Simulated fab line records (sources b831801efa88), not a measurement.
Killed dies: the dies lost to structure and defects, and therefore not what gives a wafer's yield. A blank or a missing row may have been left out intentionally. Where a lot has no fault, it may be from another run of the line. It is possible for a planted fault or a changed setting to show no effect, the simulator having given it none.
fab line records	flow sky130
record: lots: 13	wafers: 39	lastDay: 50
route steps=708 shown CONTACT@426 VIA4@660 METAL5@664 PAD_OPEN@707
lots that met no fault: taken from a fault-free run of the same line
startH: start of the lot's first displayed wafer, in hours after the record's first day	waitH: hours from the lot's prior step to this one	" repeats the value in the row above	L1.1+2: one row covering several wafers at once	- no value present, or no start provided	* or withheld: withheld	< > ~ a bound
route shown NAME@n: a module of which the file shows steps, and the number in the route of the first	usual: mean and standard deviation over wafers with no fault	same: alike in all rows	chamber/n: place in a boat	sites: per-site readings	_std_site: the standard deviation of these	_edge_site: outer sites' mean less inner sites'	radiusMm: for every site, how far away it sits from the centre of the wafer	mask NAME#n: copy n	behind: the tool/chamber that last shaped the wafer	hold: why the lot was held/for how many hours/how that ended	device: whichever transistor did not switch (one of n, p or np)	end of line: the route-end tests of the same wafers	a step with no rows: only its recipe	killed: the dies lost at the first sort to structure and to defects; this is not the yield of the wafer	map: a wafer's dies, x killed, . not, _ none there
set.NAME: setting as actually run; set.NAME@STEP: the setting as run at that earlier step	model.NAME: the simulator's own value behind a step, which no gauge read
steps of the route over a sample of lots; a table a step, a row a wafer
services: from which hour (startH, from the record's first day; less than 0 if before it) a tool's chamber was out of use, for how many hours, and why
== steps ==
step: SKY_CONTACT_STRIP_20
recipe: chemistry: postEtchResidueRemover	timeS: 1200	tempC: 72.5
usual: tempC: 72.49/0.11
lot.wafer	tool	chamber	startH	waitH	tempC
L160.1	wetBench-02	3	725.14	0.1	72.34
L160.2	"	3	"	"	72.62
L160.3	"	3	"	"	72.45
L164.2	wetBench-04	0	778.99	0.1	72.28
L164.4	"	0	"	"	72.48
L164.6	"	0	"	"	72.42
L162.2	wetBench-02	1	779.73	0.1	72.47
L162.3	"	1	"	"	72.42
L162.5	"	1	"	"	72.44
L165.2	wetBench-03	2	779.91	0.1	72.35
L165.3	"	2	"	"	72.32
L165.4	"	2	"	"	72.49
L166.1	wetBench-03	3	785.01	0.1	72.32
L166.2	"	3	"	"	72.44
L166.4	"	3	"	"	72.42
L167.1	wetBench-04	0	790.93	0.1	72.51
L167.4	"	0	"	"	72.47
L167.5	"	0	"	"	72.48
L168.1	wetBench-04	0	791.81	0.1	72.36
L168.5	"	0	"	"	72.53
L168.6	"	0	"	"	72.38
L170.1	wetBench-03	1	813.42	0.1	72.53
L170.4	"	1	"	"	72.43
L170.6	"	1	"	"	72.46
L171.1	wetBench-03	2	826.24	0.1	72.57
L171.4	"	2	"	"	72.29
L171.5	"	2	"	"	72.37
L172.4	wetBench-02	3	838.63	0.0	72.63
L172.5	"	3	"	"	72.68
L172.6	"	3	"	"	72.68
L179.1	wetBench-03	3	885.84	0.1	72.47
L179.2	"	3	"	"	72.62
L179.4	"	3	"	"	72.52
L180.3	wetBench-03	3	894.72	0.0	72.38
L180.5	"	3	"	"	72.39
L180.6	"	3	"	"	72.45
L182.1	wetBench-02	0	899.54	0.1	72.56
L182.2	"	0	"	"	72.64
L182.5	"	0	"	"	72.53
step: SKY_VIA4_CMP_21
recipe: stopOn: SiO2	tOverpolishS: 25	downForcePsi: 3.5	platenRpm: 60	targetThkNm: 0	padVelocityMS: 0.94248
usual: motorCurrentA: 10.8/0.98	overpolishRunS: 24.999/0.0093	timeToEndpointS: 123/3.8
lot.wafer	tool	chamber	startH	waitH	motorCurrentA	overpolishRunS	timeToEndpointS
L160.3	cmp-01	3	997.11	0.0	9.8	24.996	118
L160.2	"	1	"	"	12.1	25.008	120
L160.1	"	2	"	"	10.8	25.007	123
L164.2	cmp-02	3	1041.47	0.0	9.6	25.002	130
L164.4	"	1	"	"	12.0	25.003	131
L164.6	"	3	"	"	10.0	25.011	126
L162.3	cmp-01	2	1041.60	0.0	10.1	25.012	124
L162.2	"	3	"	"	10.2	24.997	126
L162.5	"	3	"	"	10.2	25.010	125
L165.4	cmp-01	3	1043.31	0.0	10.0	24.994	123
L165.2	"	0	"	"	9.6	24.988	125
L165.3	"	1	"	"	12.7	25.002	127
L166.2	cmp-01	0	1044.79	0.0	9.6	25.002	126
L166.1	"	1	"	"	12.2	24.989	127
L166.4	"	2	"	"	10.2	24.987	122
L167.1	cmp-01	1	1050.82	0.1	12.3	25.002	125
L167.4	"	2	"	"	10.1	25.008	124
L167.5	"	1	"	"	11.9	24.996	124
L168.1	cmp-01	0	1052.11	0.1	9.3	24.996	128
L168.6	"	0	"	"	9.9	25.007	125
L168.5	"	1	"	"	12.5	24.987	121
L170.4	cmp-02	2	1070.50	0.1	10.5	24.997	117
L170.1	"	0	"	"	11.0	24.998	119
L170.6	"	1	"	"	12.3	25.006	119
L171.1	cmp-02	0	1080.79	0.1	11.5	24.995	123
L171.4	"	1	"	"	13.0	25.006	114
L171.5	"	0	"	"	11.8	24.976	127
L172.4	cmp-01	1	1088.10	0.5	12.9	24.996	123
L172.5	"	3	"	"	9.8	25.003	122
L172.6	"	0	"	"	10.3	24.997	133
L179.2	cmp-02	3	1126.85	0.0	10.0	24.979	115
L179.1	"	1	"	"	12.6	24.998	123
L179.4	"	2	"	"	10.7	25.009	119
L180.3	cmp-02	2	1133.14	0.1	10.3	24.993	117
L180.6	"	1	"	"	12.2	25.015	116
L180.5	"	2	"	"	10.8	25.008	123
L182.1	cmp-02	3	1136.38	0.1	10.7	25.010	126
L182.2	"	2	"	"	10.9	24.988	125
L182.5	"	0	"	"	11.0	24.997	125
step: SKY_METAL5_SPUTTER_03
recipe: material: Ti	targetThkNm: 5	powerW: 3000	timeS: 3.3	chamberPressurePa: 0.4
usual: cathodeDcPowerW: 3000.1/0.59	throttleValvePct: 30.1/1.3
lot.wafer	tool	chamber	startH	waitH	cathodeDcPowerW	throttleValvePct
L160.1	pvdSputter-03	-	997.51	0.0	3000.2	29.5
L160.2	"	-	"	"	3001.1	29.7
L160.3	"	-	"	"	3000.9	28.7
L164.2	pvdSputter-04	-	1041.87	0.0	2998.9	32.6
L164.4	"	-	"	"	3000.3	30.3
L164.6	"	-	"	"	3000.3	30.3
L162.2	pvdSputter-02	-	1042.00	0.0	2999.0	29.4
L162.3	"	-	"	"	2999.8	28.8
L162.5	"	-	"	"	3001.3	29.6
L165.2	pvdSputter-04	-	1043.71	0.0	3000.6	32.3
L165.3	"	-	"	"	2999.8	28.7
L165.4	"	-	"	"	3000.7	31.4
L166.1	pvdSputter-04	-	1045.19	0.0	3000.1	32.6
L166.2	"	-	"	"	3000.7	30.1
L166.4	"	-	"	"	3000.5	28.6
L167.1	pvdSputter-02	-	1051.22	0.0	2999.4	31.2
L167.4	"	-	"	"	2999.9	29.4
L167.5	"	-	"	"	3000.1	28.8
L168.1	pvdSputter-04	-	1052.51	0.0	3000.6	32.4
L168.5	"	-	"	"	3000.0	28.7
L168.6	"	-	"	"	3000.6	30.2
L170.1	pvdSputter-04	-	1070.85	0.0	2999.6	31.2
L170.4	"	-	"	"	3000.1	30.5
L170.6	"	-	"	"	3000.0	29.0
L171.1	pvdSputter-04	-	1081.14	0.0	3000.5	31.1
L171.4	"	-	"	"	3001.1	28.5
L171.5	"	-	"	"	3000.1	28.5
L172.4	pvdSputter-03	-	1088.40	0.0	3000.3	29.3
L172.5	"	-	"	"	2999.8	30.8
L172.6	"	-	"	"	3000.6	29.3
L179.1	pvdSputter-02	-	1127.25	0.0	2999.6	28.5
L179.2	"	-	"	"	2999.4	29.5
L179.4	"	-	"	"	3000.8	31.5
L180.3	pvdSputter-03	-	1133.49	0.0	3000.5	29.3
L180.5	"	-	"	"	2999.7	29.6
L180.6	"	-	"	"	2999.2	31.1
L182.1	pvdSputter-03	-	1136.77	0.0	2999.6	28.7
L182.2	"	-	"	"	2999.6	30.5
L182.5	"	-	"	"	3000.3	30.7
step: SKY_PAD_OPEN_BOW_MEAS_13
recipe: mode: bow
usual: PAD_OPEN_BOW: 47/8.7
lot.wafer	tool	chamber	startH	waitH	PAD_OPEN_BOW[um]
L160.1	filmMetro-02	-	1068.46	-	63
L160.2	"	-	"	"	64
L160.3	"	-	"	"	61
L164.2	filmMetro-01	-	1107.65	-	47
L164.4	"	-	"	"	46
L164.6	"	-	"	"	50
L162.2	filmMetro-01	-	1108.01	-	51
L162.3	"	-	"	"	53
L162.5	"	-	"	"	35
L165.2	filmMetro-02	-	1109.62	-	61
L165.3	"	-	"	"	51
L165.4	"	-	"	"	71
L166.1	filmMetro-04	-	1111.45	-	51
L166.2	"	-	"	"	58
L166.4	"	-	"	"	52
L167.1	filmMetro-01	-	1117.76	-	55
L167.4	"	-	"	"	50
L167.5	"	-	"	"	57
L168.1	filmMetro-01	-	1118.21	-	38
L168.5	"	-	"	"	47
L168.6	"	-	"	"	42
L170.1	filmMetro-01	-	1135.47	-	48
L170.4	"	-	"	"	50
L170.6	"	-	"	"	45
L171.1	filmMetro-04	-	1142.69	-	62
L171.4	"	-	"	"	51
L171.5	"	-	"	"	48
L172.4	filmMetro-01	-	1150.31	-	51
L172.5	"	-	"	"	50
L172.6	"	-	"	"	47
L179.1	filmMetro-01	-	1182.93	-	37
L179.2	"	-	"	"	49
L179.4	"	-	"	"	49
L180.3	filmMetro-04	-	1189.27	-	44
L180.5	"	-	"	"	37
L180.6	"	-	"	"	35
L182.1	filmMetro-04	-	1191.64	-	43
L182.2	"	-	"	"	38
L182.5	"	-	"	"	43
step: SKY_PAD_OPEN_PROBE_99
usual: killed_at_M0_to_M3: 43/7.2	killed_at_M4_up: 3.3/1.8	killedAtContacts: 23/5.5	killedAtFrontEnd: 16/5.1	killedAtOther: 0.4/0.65	killedDies: 85/10	killedOpen: 46/7.1	killedShort: 38/7.2
same: grossDies: 492	killedAtBackSide: 0
lot.wafer	tool	chamber	startH	waitH	hold	killed_at_M0_to_M3	killed_at_M4_up	killedAtContacts	killedAtFrontEnd	killedAtOther	killedDies	killedOpen	killedShort
L160.1	prober-02	-	1068.58	0.1	-	41	1	27	19	0	88	48	40
L160.2	prober-02	-	1068.63	0.1	-	28	3	23	9	0	63	35	28
L160.3	prober-02	-	1068.68	0.2	-	39	2	19	20	0	80	43	37
L164.2	prober-01	-	1107.80	0.1	-	42	2	13	17	2	76	41	34
L164.4	prober-01	-	1107.90	0.2	-	47	6	19	13	0	85	50	35
L164.6	prober-01	-	1108.00	0.2	-	44	3	18	22	1	88	44	43
L162.2	prober-02	-	1108.16	0.1	-	48	8	41	17	0	114	59	55
L162.3	prober-02	-	1108.21	0.2	-	35	4	28	13	0	80	45	35
L162.5	prober-02	-	1108.31	0.2	-	36	4	24	15	0	79	45	34
L165.2	prober-01	-	1109.77	0.1	-	33	4	17	10	0	64	28	36
L165.3	prober-01	-	1109.82	0.2	-	50	3	16	13	1	83	46	36
L165.4	prober-01	-	1109.87	0.2	-	51	4	26	21	0	102	48	54
L166.1	prober-01	-	1111.57	0.1	-	41	1	20	20	0	82	43	38
L166.2	prober-01	-	1111.62	0.1	-	56	2	23	19	0	100	52	48
L166.4	prober-01	-	1111.72	0.2	-	43	2	25	31	0	101	66	34
L167.1	prober-02	-	1117.88	0.1	-	32	3	19	13	0	67	41	26
L167.4	prober-02	-	1118.03	0.2	-	41	1	11	19	0	72	44	28
L167.5	prober-02	-	1118.08	0.2	-	59	0	18	8	0	85	46	39
L168.1	prober-01	-	1118.33	0.1	-	48	3	22	22	2	97	52	45
L168.5	prober-01	-	1118.53	0.2	-	41	4	17	14	0	76	45	30
L168.6	prober-01	-	1118.58	0.2	-	48	3	19	10	0	80	39	41
L170.1	prober-01	-	1135.59	0.1	-	38	3	21	4	0	66	40	26
L170.4	prober-01	-	1135.74	0.2	-	36	2	30	8	0	76	44	31
L170.6	prober-01	-	1135.84	0.2	-	42	4	22	12	1	81	45	36
L171.1	prober-02	-	1142.81	0.1	-	44	2	20	13	1	80	43	37
L171.4	prober-02	-	1142.96	0.2	-	44	5	20	14	1	84	37	47
L171.5	prober-02	-	1143.01	0.2	-	35	1	16	16	1	69	43	26
L172.4	prober-01	-	1150.52	0.2	-	42	3	20	13	1	79	31	48
L172.5	prober-01	-	1150.57	0.2	-	42	3	24	25	1	95	51	43
L172.6	prober-01	-	1150.62	0.2	-	48	1	27	15	0	91	47	43
L179.1	prober-02	-	1183.05	0.1	awaitDispo/14.5h/release	51	1	67	13	0	132	55	31
L179.2	prober-02	-	1183.10	0.1	awaitDispo/14.5h/release	39	6	64	18	0	127	50	31
L179.4	prober-02	-	1183.20	0.2	awaitDispo/14.5h/release	41	3	65	10	0	119	33	34
L180.3	prober-02	-	1189.45	0.2	awaitDispo/2.9h/release	33	4	77	20	0	134	50	36
L180.5	prober-02	-	1189.55	0.2	awaitDispo/2.9h/release	56	4	63	19	0	142	61	39
L180.6	prober-02	-	1189.60	0.2	awaitDispo/2.9h/release	48	3	78	15	0	144	67	30
L182.1	prober-01	-	1191.76	0.1	-	51	2	29	13	0	95	59	36
L182.2	prober-01	-	1191.81	0.1	-	36	3	22	23	1	85	51	33
L182.5	prober-01	-	1191.96	0.2	-	54	4	26	16	0	100	45	55
killed by level:class
L160.1 CONTACT:geometricParticle:open=15 METAL2:geometricParticle:short=8 LI_CONTACT:geometricParticle:open=7 FIELD_ISO:geometricParticle:short=5 POLY_GATE:geometricParticle:short=5 VIA1:geometricParticle:open=5 VIA2:geometricParticle:open=5 VIA3:geometricParticle:open=5
L160.2 CONTACT:geometricParticle:open=9 VIA3:geometricParticle:open=8 CONTACT:geometricParticle:short=5 LI_CONTACT:geometricParticle:short=4 VIA1:geometricParticle:open=4 POLY_GATE:geometricParticle:open=3 LOCAL_INTERCONNECT:geometricParticle:short=3 METAL1:geometricParticle:short=3
L160.3 VIA1:geometricParticle:open=11 FIELD_ISO:geometricParticle:open=8 CONTACT:geometricParticle:short=8 VIA2:geometricParticle:open=8 FIELD_ISO:geometricParticle:short=6 VIA3:geometricParticle:open=6 LI_CONTACT:geometricParticle:open=4 VIA2:geometricParticle:short=4
L164.2 VIA1:geometricParticle:open=9 VIA3:geometricParticle:open=7 POLY_GATE:geometricParticle:short=5 CONTACT:geometricParticle:short=5 CONTACT:geometricParticle:open=5 METAL2:geometricParticle:short=5 POLY_GATE:geometricParticle:open=4 VIA2:geometricParticle:open=4
L164.4 VIA2:geometricParticle:open=13 VIA1:geometricParticle:open=12 CONTACT:geometricParticle:open=10 VIA1:geometricParticle:short=6 FIELD_ISO:geometricParticle:open=4 METAL4:geometricParticle:short=4 FIELD_ISO:geometricParticle:short=3 POLY_GATE:geometricParticle:short=3
L164.6 VIA1:geometricParticle:open=12 CONTACT:geometricParticle:open=8 VIA2:geometricParticle:open=8 FIELD_ISO:geometricParticle:short=7 METAL1:geometricParticle:short=6 POLY_GATE:geometricParticle:short=5 CONTACT:geometricParticle:short=5 SPACER:geometricParticle:open=4
L162.2 CONTACT:geometricParticle:open=14 LI_CONTACT:geometricParticle:open=12 CONTACT:geometricParticle:short=10 METAL1:geometricParticle:short=9 VIA1:geometricParticle:open=8 VIA2:geometricParticle:open=7 METAL2:geometricParticle:short=6 METAL4:geometricParticle:short=6
L162.3 CONTACT:geometricParticle:open=12 VIA1:geometricParticle:open=10 POLY_GATE:geometricParticle:short=6 LI_CONTACT:geometricParticle:open=6 VIA3:geometricParticle:open=6 VIA2:geometricParticle:open=5 LOCAL_INTERCONNECT:geometricParticle:short=4 CONTACT:geometricParticle:short=4
L162.5 CONTACT:geometricParticle:open=9 LI_CONTACT:geometricParticle:open=8 VIA2:geometricParticle:open=6 METAL2:geometricParticle:short=5 VIA3:geometricParticle:open=5 FIELD_ISO:geometricParticle:short=4 FIELD_ISO:geometricParticle:open=4 METAL1:geometricParticle:short=4
L165.2 CONTACT:geometricParticle:open=7 VIA3:geometricParticle:short=7 VIA1:geometricParticle:short=6 LI_CONTACT:geometricParticle:open=6 METAL1:geometricParticle:short=6 SPACER:geometricParticle:short=4 VIA3:geometricParticle:open=4 METAL4:geometricParticle:short=4
L165.3 VIA1:geometricParticle:open=11 METAL1:geometricParticle:short=9 VIA2:geometricParticle:open=7 CONTACT:geometricParticle:open=6 POLY_GATE:geometricParticle:open=5 VIA3:geometricParticle:open=5 LI_CONTACT:geometricParticle:open=4 VIA3:geometricParticle:short=4
L165.4 METAL2:geometricParticle:short=11 CONTACT:geometricParticle:open=9 POLY_GATE:geometricParticle:short=8 VIA1:geometricParticle:open=8 LI_CONTACT:geometricParticle:open=7 VIA3:geometricParticle:open=7 FIELD_ISO:geometricParticle:short=5 METAL1:geometricParticle:short=5
L166.1 VIA1:geometricParticle:open=10 CONTACT:geometricParticle:open=7 VIA1:geometricParticle:short=7 FIELD_ISO:geometricParticle:open=5 POLY_GATE:geometricParticle:short=5 LI_CONTACT:geometricParticle:open=5 LOCAL_INTERCONNECT:geometricParticle:short=5 VIA3:geometricParticle:open=5
L166.2 VIA1:geometricParticle:open=10 METAL2:geometricParticle:short=10 CONTACT:geometricParticle:open=9 VIA3:geometricParticle:open=9 VIA2:geometricParticle:short=8 LOCAL_INTERCONNECT:geometricParticle:short=6 VIA2:geometricParticle:open=6 LI_CONTACT:geometricParticle:open=5
L166.4 VIA1:geometricParticle:open=11 VIA2:geometricParticle:open=10 CONTACT:geometricParticle:open=10 FIELD_ISO:geometricParticle:open=9 VIA3:geometricParticle:open=9 FIELD_ISO:geometricParticle:short=7 LI_CONTACT:geometricParticle:open=6 POLY_GATE:geometricParticle:open=6
L167.1 VIA1:geometricParticle:open=10 CONTACT:geometricParticle:open=8 VIA3:geometricParticle:open=6 VIA1:geometricParticle:short=5 LI_CONTACT:geometricParticle:open=4 VIA2:geometricParticle:open=4 FIELD_ISO:geometricParticle:open=3 CONTACT:geometricParticle:short=3
L167.4 VIA1:geometricParticle:open=9 METAL1:geometricParticle:short=7 VIA3:geometricParticle:open=7 FIELD_ISO:geometricParticle:short=6 FIELD_ISO:geometricParticle:open=5 VIA2:geometricParticle:open=5 POLY_GATE:geometricParticle:open=4 METAL3:geometricParticle:open=3
L167.5 VIA1:geometricParticle:open=12 VIA2:geometricParticle:open=11 METAL2:geometricParticle:short=8 VIA1:geometricParticle:short=8 VIA3:geometricParticle:open=8 CONTACT:geometricParticle:open=7 FIELD_ISO:geometricParticle:open=3 LI_CONTACT:geometricParticle:short=3
L168.1 CONTACT:geometricParticle:open=10 VIA1:geometricParticle:open=9 VIA2:geometricParticle:open=9 FIELD_ISO:geometricParticle:open=6 FIELD_ISO:geometricParticle:short=6 LI_CONTACT:geometricParticle:open=5 METAL2:geometricParticle:short=5 VIA3:geometricParticle:short=5
L168.5 VIA1:geometricParticle:open=7 CONTACT:geometricParticle:open=6 VIA2:geometricParticle:open=6 VIA1:geometricParticle:short=5 LI_CONTACT:geometricParticle:open=5 METAL2:geometricParticle:short=5 VIA3:geometricParticle:open=5 METAL2:geometricParticle:open=4
L168.6 VIA1:geometricParticle:open=11 METAL2:geometricParticle:short=10 CONTACT:geometricParticle:open=9 METAL1:geometricParticle:short=7 VIA3:geometricParticle:open=5 POLY_GATE:geometricParticle:open=4 LOCAL_INTERCONNECT:geometricParticle:short=3 CONTACT:geometricParticle:short=3
L170.1 VIA1:geometricParticle:open=13 LI_CONTACT:geometricParticle:open=9 METAL1:geometricParticle:short=7 CONTACT:geometricParticle:open=6 METAL2:geometricParticle:short=4 VIA3:geometricParticle:open=4 CONTACT:geometricParticle:short=3 VIA1:geometricParticle:short=3
L170.4 CONTACT:geometricParticle:open=14 VIA1:geometricParticle:open=11 LI_CONTACT:geometricParticle:open=7 METAL2:geometricParticle:short=5 LI_CONTACT:geometricParticle:short=4 VIA1:geometricParticle:short=4 VIA2:geometricParticle:short=4 VIA3:geometricParticle:open=4
L170.6 CONTACT:geometricParticle:open=11 VIA1:geometricParticle:open=10 VIA3:geometricParticle:open=8 VIA1:geometricParticle:short=6 METAL1:geometricParticle:short=5 METAL3:geometricParticle:short=5 FIELD_ISO:geometricParticle:open=4 POLY_GATE:geometricParticle:open=4
L171.1 VIA1:geometricParticle:open=11 VIA3:geometricParticle:open=8 LI_CONTACT:geometricParticle:open=6 METAL2:geometricParticle:short=6 CONTACT:geometricParticle:open=5 VIA2:geometricParticle:short=5 LOCAL_INTERCONNECT:geometricParticle:short=4 FIELD_ISO:geometricParticle:short=3
L171.4 VIA1:geometricParticle:open=10 METAL2:geometricParticle:short=10 CONTACT:geometricParticle:short=7 FIELD_ISO:geometricParticle:open=5 CONTACT:geometricParticle:open=5 LOCAL_INTERCONNECT:geometricParticle:short=4 VIA1:geometricParticle:short=4 VIA2:geometricParticle:open=4
L171.5 VIA1:geometricParticle:open=11 POLY_GATE:geometricParticle:open=6 VIA2:geometricParticle:open=5 LI_CONTACT:geometricParticle:short=4 LI_CONTACT:geometricParticle:open=4 VIA3:geometricParticle:open=4 LOCAL_INTERCONNECT:geometricParticle:short=3 CONTACT:geometricParticle:open=3
L172.4 METAL2:geometricParticle:short=10 LOCAL_INTERCONNECT:geometricParticle:short=7 VIA1:geometricParticle:open=7 LI_CONTACT:geometricParticle:open=5 CONTACT:geometricParticle:open=5 VIA2:geometricParticle:short=5 METAL1:geometricParticle:short=4 VIA2:geometricParticle:open=4
L172.5 CONTACT:geometricParticle:open=11 VIA1:geometricParticle:open=10 FIELD_ISO:geometricParticle:short=9 VIA3:geometricParticle:open=6 METAL1:geometricParticle:short=6 POLY_GATE:geometricParticle:open=5 LOCAL_INTERCONNECT:geometricParticle:short=5 VIA3:geometricParticle:short=5
L172.6 LI_CONTACT:geometricParticle:open=8 VIA2:geometricParticle:open=8 FIELD_ISO:geometricParticle:open=7 CONTACT:geometricParticle:short=7 METAL1:geometricParticle:short=7 VIA1:geometricParticle:open=6 FIELD_ISO:geometricParticle:short=5 CONTACT:geometricParticle:open=5
L179.1 CONTACT:unspecified=46 VIA1:geometricParticle:open=13 VIA3:geometricParticle:open=11 CONTACT:geometricParticle:open=10 LI_CONTACT:geometricParticle:open=6 METAL1:geometricParticle:short=6 VIA2:geometricParticle:open=6 METAL2:geometricParticle:short=5
L179.2 CONTACT:unspecified=45 VIA1:geometricParticle:open=11 CONTACT:geometricParticle:open=8 VIA3:geometricParticle:open=7 LI_CONTACT:geometricParticle:open=6 FIELD_ISO:geometricParticle:open=5 METAL4:geometricParticle:short=5 METAL3:geometricParticle:short=5
L179.4 CONTACT:unspecified=50 VIA2:geometricParticle:open=10 METAL2:geometricParticle:short=7 CONTACT:geometricParticle:open=6 VIA1:geometricParticle:open=6 LOCAL_INTERCONNECT:geometricParticle:short=4 METAL1:geometricParticle:short=4 FIELD_ISO:geometricParticle:open=3
L180.3 CONTACT:unspecified=47 LI_CONTACT:geometricParticle:open=9 FIELD_ISO:geometricParticle:open=8 CONTACT:geometricParticle:open=8 VIA2:geometricParticle:open=8 LOCAL_INTERCONNECT:geometricParticle:short=6 CONTACT:geometricParticle:short=6 POLY_GATE:geometricParticle:open=5
L180.5 CONTACT:unspecified=40 VIA1:geometricParticle:open=18 VIA3:geometricParticle:open=10 CONTACT:geometricParticle:open=9 LI_CONTACT:geometricParticle:open=8 POLY_GATE:geometricParticle:short=7 METAL2:geometricParticle:short=5 LOCAL_INTERCONNECT:geometricParticle:short=4
L180.6 CONTACT:unspecified=47 VIA1:geometricParticle:open=14 CONTACT:geometricParticle:open=13 LI_CONTACT:geometricParticle:open=11 FIELD_ISO:geometricParticle:open=8 METAL1:geometricParticle:short=8 VIA3:geometricParticle:open=5 VIA2:geometricParticle:open=5
L182.1 VIA1:geometricParticle:open=16 CONTACT:geometricParticle:open=11 LI_CONTACT:geometricParticle:open=9 VIA3:geometricParticle:open=7 VIA2:geometricParticle:open=5 METAL2:geometricParticle:short=5 FIELD_ISO:geometricParticle:open=4 POLY_GATE:geometricParticle:open=4
L182.2 VIA1:geometricParticle:open=10 VIA2:geometricParticle:open=9 POLY_GATE:geometricParticle:open=8 CONTACT:geometricParticle:open=7 LI_CONTACT:geometricParticle:open=6 FIELD_ISO:geometricParticle:short=5 VIA3:geometricParticle:open=5 POLY_GATE:geometricParticle:short=4
L182.5 METAL1:geometricParticle:short=13 VIA1:geometricParticle:open=12 CONTACT:geometricParticle:open=7 LOCAL_INTERCONNECT:geometricParticle:short=6 METAL2:geometricParticle:short=6 LI_CONTACT:geometricParticle:short=5 VIA3:geometricParticle:open=5 POLY_GATE:geometricParticle:short=4
== services ==
tool	chamber	startH	hours	kind
wetBench-04	-	721.63	2.2	repair
cmp-01	-	744.00	4.0	pm
wetBench-02	-	745.47	2.4	repair
cmp-01	-	765.48	1.9	repair
cmp-01	-	799.31	5.4	pm
pvdSputter-03	-	845.99	1.8	repair
wetBench-03	-	846.15	1.4	repair
pvdSputter-04	-	849.94	0.6	repair
pvdSputter-03	-	860.65	6.5	repair
cmp-01	-	907.10	2.2	repair
cmp-02	-	912.00	4.0	pm
pvdSputter-03	-	915.60	8.7	repair
cmp-01	-	959.84	1.6	repair
cmp-02	-	970.62	6.7	pm
pvdSputter-04	-	977.48	24.5	repair
cmp-01	-	1013.02	4.7	pm
cmp-02	-	1030.24	3.4	repair
cmp-01	-	1084.00	4.0	pm
pvdSputter-03	-	1106.87	4.9	repair
cmp-01	-	1113.72	0.7	repair
wetBench-02	-	1119.87	1.7	repair
pvdSputter-03	-	1126.78	3.5	repair
cmp-01	-	1129.24	1.4	repair
cmp-01	-	1132.43	0.9	repair
== key ==
firstSign: step: SKY_PAD_OPEN_PROBE_99	reading: killedAtContacts	direction: up	sigmas: 8.4	usual: 23	struck: 69
effect: step: SKY_PAD_OPEN_PROBE_99	reading: killedDies	direction: up	sigmas: 4.7	usual: 85	struck: 133
metAt SKY_CONTACT_STRIP_20
struckLots L179,L180
struckWafers L179.1,L179.2,L179.4,L180.3,L180.5,L180.6
testerLeftOut L179,L180
notActingAt SKY_VIA4_CMP_21,SKY_METAL5_SPUTTER_03,SKY_PAD_OPEN_BOW_MEAS_13
onsetBetween 785.01 885.84
fault: kind: chamberParticleSource	tool: wetBench-03	chamber: 3	onsetH: 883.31	steps: SKY_CONTACT_STRIP_20	ratePerVisitCm2: 0.58032	endH: 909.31
testerLeftOut: of these lots the tester's yield and bins aren't shown, on N5 and GAA mostly nor the transistor test; their killed dies are dies lost to structure and defects alone, not to doping, threshold or leakage, so they don't give the yield
